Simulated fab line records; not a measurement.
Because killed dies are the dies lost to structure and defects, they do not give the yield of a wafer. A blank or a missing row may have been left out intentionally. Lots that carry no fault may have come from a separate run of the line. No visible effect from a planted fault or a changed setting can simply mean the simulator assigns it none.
Comparing a struck lot with a sound one || flow sky130 || 17 steps out of a route of 708
Sound: the wafers L833.3, L833.5, L833.6. Wafers L838.2, L838.3, L838.6 were the ones struck. The cause is named last.
For every step that has rows: the tool of each side, followed by ch and its chambers, followed by its first start. Under that, the readings that differ: sound wafers || struck wafers || difference of the means || sigmas: that difference in standard deviations of wafers without a fault.
alike: readings whose means differ by less than 2 such deviations, and words and numbers that are the same on both sides. not compared: withheld readings, readings that some wafer has no value for, bounds like >300 that may hide the same value, and numbers for which the record gives no deviation and whose values overlap.
The two part at a step that has a row with sigmas, a row that says differs or no value, or rows on one side only. Non-overlapping numbers with no deviation appear without sigmas and do not part them. Lack of a reading on every wafer of one side parts them only where that side has two or more wafers.

SKY_NWELL_OVL_MEAS_23:
  sound: overlay-02 at day 6 00:07; struck: overlay-01 at day 7 07:47
{"reading": "NWELL_01_OVL (nm)", "sound": "-1.4 -2.7 -0.9", "struck": "1.2 1.9 1.8", "difference": "+3.3", "sigmas": "+2"}
following that, these wafers have no rows for 1 step: SKY_NWELL_IMPLANT_24.
SKY_NWELL_STRIP_25: strips in O2/N2.
  sound on plasmaAsher-01 ch 0,1, day 6 00:19; struck on plasmaAsher-03 ch 0, day 7 07:58
  alike: chamberPressureMTorr, drypumpMotorCurrentA, o2FlowSccm, oesProductAu, stripTimeToEndpointS
  not compared: rfHoursCounterH
SKY_NWELL_TW_MEAS_26:
  sound: filmMetro-03 at day 6 00:24; struck: filmMetro-04 at day 7 08:05
{"reading": "NWELL_2_TW", "sound": "484 485 486", "struck": "503 506 506", "difference": "+20", "sigmas": "+4"}
then, 1 step without rows for these wafers: SKY_NWELL_CLEAN_27 (cleans in SC1/SC2, time 150 s).
SKY_NWELL_RTA_28: time 30 s.
  sound on rtpAnneal-02 ch 0, day 6 00:32; struck on rtpAnneal-02 ch 0, day 7 08:12
  alike: chamberO2Ppm, lampPowerPct, wafer_temp_C_max
SKY_NWELL_RS_MEAS_29: measures by four-point-probe.
  sound: filmMetro-03 at day 6 00:38; struck: filmMetro-03 at day 7 08:18
  alike: NWELL_RS
SKY_NWELL_RS_MEAS_31: measures by four-point-probe.
  sound: filmMetro-03 at day 6 00:52; struck: filmMetro-03 at day 7 08:32
  alike: PWDE_RS
then, 3 steps without rows for these wafers: SKY_VT_ADJUST_HVTP_DEHYDRATE_00 (time 60 s); SKY_VT_ADJUST_HVTP_HMDS_01 (prime time 60 s); SKY_VT_ADJUST_HVTP_COAT_02 (resist thk 1140 nm).
SKY_VT_ADJUST_HVTP_SOFTBAKE_03: time 60 s.
  sound on lithoTrack-03 ch 0, day 6 09:46; struck on lithoTrack-03 ch 0, day 7 18:00
{"reading": "heaterPowerTotalW (W)", "sound": "56.62 56.54 56.60", "struck": "54.86 54.82 54.92", "difference": -1.72, "sigmas": -37}
{"reading": "plateTempC (C)", "sound": "90.01 90.07 90.03", "struck": "87.92 88.28 87.99", "difference": -1.97, "sigmas": -14}
  alike: chillPlateTempC
then, 2 steps without rows for these wafers: SKY_VT_ADJUST_HVTP_EXPOSE_04 (exposes mask HVTPM, target cd 380 nm); SKY_VT_ADJUST_HVTP_PEB_05.
SKY_VT_ADJUST_HVTP_DEVELOP_06: develop time 60 s.
  sound on lithoTrack-01 ch 0, day 6 20:09; struck on lithoTrack-01 ch 0, day 8 03:53
{"reading": "model.NOVOLAK_of_VT_ADJUST_HVTP_COAT_02.thkNm (nm)", "sound": "1139 1137 1138", "struck": "1147 1150 1145", "difference": "+9", "sigmas": ""}
  alike: chillPlateTempC
SKY_VT_ADJUST_HVTP_CD_MEAS_07: the cd target is 380 nm.
  sound: cdSem-02 at day 6 20:17; struck: cdSem-02 at day 8 04:01
{"reading": "cdNm (nm)", "sound": "381.5 384.1 383.0", "struck": "376.2 376.4 376.8", "difference": -6.4, "sigmas": -3}
-- record jumps: 40 days separate the struck wafers' starts on either side; left off in module VT_ADJUST_HVTP, taken up again in module PAD_OPEN, whose first shown step is the route's number 708 --
SKY_PAD_OPEN_PROBE_99:
  sound: prober-01 at day 46 21:28; struck: prober-02 at day 47 21:11
{"reading": "killedAtContacts", "sound": "19 22 24", "struck": "38 40 35", "difference": "+16", "sigmas": "+3"}
  alike: killed_at_M0_to_M3, killed_at_M4_up, killedAtFrontEnd, killedAtOther, killedDies, killedOpen, killedShort

## WHERE THEY PART
Earliest at SKY_NWELL_OVL_MEAS_23; latest, in this record, at SKY_PAD_OPEN_PROBE_99.

WHY: whatever the simulator had introduced
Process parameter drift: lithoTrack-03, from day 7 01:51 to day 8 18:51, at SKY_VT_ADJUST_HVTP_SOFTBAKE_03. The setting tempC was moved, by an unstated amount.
